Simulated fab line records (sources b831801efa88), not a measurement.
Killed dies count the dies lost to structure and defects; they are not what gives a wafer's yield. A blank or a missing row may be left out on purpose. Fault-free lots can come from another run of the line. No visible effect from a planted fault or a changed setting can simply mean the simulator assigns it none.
Chamber matching    flow sky130    SKY_VIA1_ETCH_15 on rie_diel-04 has 4 sister chambers
The step etches SiO2 in C4F8/O2/Ar, stops on TiN, target depth 351 nm, time 54 s. 4 wafers are shown with their chamber, then 12 later ones without.

EACH WAFER AND ITS CHAMBER
wafer   chamber  oes_product_au (a.u.)
L088.6  0        0.968
L090.2  3        0.982
L090.4  2        0.977
L090.5  1        0.957

WAFERS WHOSE CHAMBER IS MISSING
wafer   oes_product_au (a.u.)
L092.1  0.977
L092.2  0.986
L092.6  0.983
L094.1  0.985
L094.3  0.989
L094.6  0.985
L095.2  0.976
L095.3  0.979
L095.4  0.983
L096.1  0.970
L096.2  0.961
L096.3  0.982

THE CHAMBER EACH PASSED THROUGH
wafer   from the rows above      in truth
L092.1  can't be placed: 2 or 3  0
L092.2  can't be placed: 3 or 2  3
L092.6  can't be placed: 3 or 2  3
L094.1  can't be placed: 3 or 2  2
L094.3  can't be placed: 3 or 2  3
L094.6  can't be placed: 3 or 2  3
L095.2  can't be placed: 2 or 3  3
L095.3  can't be placed: 2 or 3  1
L095.4  can't be placed: 3 or 2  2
L096.1  can't be placed: 0 or 2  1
L096.2  can't be placed: 1 or 0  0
L096.3  can't be placed: 3 or 2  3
Correctly placed: 0 of 12. Cannot be placed on the basis of these rows: 12; the candidates contain the true chamber in 9. Wrongly placed: 0.
How it was worked out, from the rows above alone: a wafer's distance from a chamber is the root of the sum, over the readings, of the square of ((its reading less the chamber's mean) divided by the reading's scatter). The wafer belongs to the nearest chamber; if the next one is less than 2 further off, it can't be placed. Each chamber's mean is taken over the wafers shown for it. The scatter: with one shown wafer a chamber, the root of the mean of the squares of how far each hidden wafer lies from its nearest shown one.
